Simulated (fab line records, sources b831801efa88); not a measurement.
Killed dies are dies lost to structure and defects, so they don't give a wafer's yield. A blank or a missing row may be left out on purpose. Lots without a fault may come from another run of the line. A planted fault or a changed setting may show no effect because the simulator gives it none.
A struck lot beside a sound one | flow sky130 | 15 steps out of a route of 708
Sound: wafers L864.2, L864.4, L864.5. Struck: wafers L873.1, L873.4, L873.5. The cause comes at the end.
At each step with rows: each side's tool, then ch and its chambers, then its first start. Under that, the readings that differ: sound wafers | struck wafers | difference of the means | sigmas: that difference in standard deviations of wafers without a fault.
alike: readings whose means differ by less than 2 such deviations, and words and numbers that are the same on both sides. not compared: withheld readings, readings that some wafer has no value for, bounds like >300 that may hide the same value, and numbers for which the record gives no deviation and whose values overlap.
The two part at a step that has a row with sigmas, a row that says differs or no value, or rows on one side only. Numbers that don't overlap but have no deviation are shown without sigmas and don't part them. A reading that every wafer of one side lacks parts them only if that side has two wafers or more.

SKY_CONTACT_CMP_27: polishes, stops on SiO2, t overpolish 15 s, target thk 0 nm.
  sound on cmp-02 ch 0,1,3, day 33 20:44; struck on cmp-01 ch 0,2,3, day 36 20:30
  reading                | sound          | struck         | difference | sigmas
  time_to_endpoint_s (s) | 91.2 84.2 88.3 | 79.2 80.6 85.8 | -6.0       | -2
  alike: head_pressure_psi, motor_current_A, overpolish_run_s
SKY_METAL1_SPUTTER_00: material Ti, target thk 15 nm, time 10 s.
  sound on pvd_sputter-04, day 33 20:56; struck on pvd_sputter-03, day 36 20:45
  alike: throttle_valve_pct
SKY_METAL1_SPUTTER_01: material TiN, target thk 20 nm, time 16.7 s.
  sound on pvd_sputter-04, day 33 20:57; struck on pvd_sputter-03, day 36 20:46
  alike: throttle_valve_pct
then, 1 step without rows for these wafers: SKY_METAL1_SPUTTER_02 (material AlCu, target thk 250 nm, time 13.3 s).
SKY_METAL1_SPUTTER_03: material Ti, target thk 5 nm, time 3.3 s.
  sound on pvd_sputter-04, day 33 21:00; struck on pvd_sputter-03, day 36 20:49
  alike: throttle_valve_pct
SKY_METAL1_SPUTTER_04: material TiN, target thk 70 nm, time 58.3 s.
  sound on pvd_sputter-04, day 33 21:01; struck on pvd_sputter-03, day 36 20:50
  alike: throttle_valve_pct
SKY_METAL1_RS_MEAS_05: measures by four-point-probe.
  sound on film_metro-02, day 33 21:05; struck on film_metro-01, day 36 20:53
  alike: METAL1_ALCU_RS
SKY_METAL1_THK_MEAS_06: measures by xrf.
  sound on film_metro-02, day 33 21:12; struck on film_metro-01, day 36 21:01
  alike: METAL1_ALCU_THK
then, 4 steps without rows for these wafers: SKY_METAL1_DEHYDRATE_07 (time 60 s); SKY_METAL1_HMDS_08 (prime time 60 s); SKY_METAL1_COAT_09 (resist thk 60 nm); SKY_METAL1_COAT_10 (resist thk 450 nm).
SKY_METAL1_SOFTBAKE_11: time 90 s.
  sound on litho_track-04 ch 0, day 34 09:00; struck on litho_track-01 ch 0, day 37 09:00
  reading                  | sound              | struck               | difference | sigmas
  heater_power_total_W (W) | 57.29 57.56 57.25  | 57.96 58.09 58.11    | +0.69      | +6
  plate_temp_C (C)         | 99.93 100.06 99.72 | 101.08 101.10 101.01 | +1.16      | +11
then, 1 step without rows for these wafers: SKY_METAL1_EXPOSE_12 (exposes mask MM1, target cd 140 nm).
-- the record jumps here: 12 days lie between the struck wafers' starts before and after (it left off in module METAL1 and takes up again in module PAD_OPEN, whose first step shown is number 708 of the route) --
SKY_PAD_OPEN_PROBE_99:
  sound on prober-01, day 47 10:18; struck on prober-01, day 49 14:14
  alike: defect_limited_yield, killed_at_M0_to_M3, killed_at_M4_up, killed_at_contacts, killed_at_front_end, killed_at_other, killed_dies, killed_open, killed_short, sort_bin_3_pad_short, sort_bin_5_function, sort_bin_6_memory, sort_n_pass, sort_yield_pct

WHERE THEY PART
First at SKY_CONTACT_CMP_27; last, within this record, at SKY_METAL1_SOFTBAKE_11. Later steps at which nothing parts them and some readings are alike: SKY_PAD_OPEN_PROBE_99.

WHY: what the simulator had put in
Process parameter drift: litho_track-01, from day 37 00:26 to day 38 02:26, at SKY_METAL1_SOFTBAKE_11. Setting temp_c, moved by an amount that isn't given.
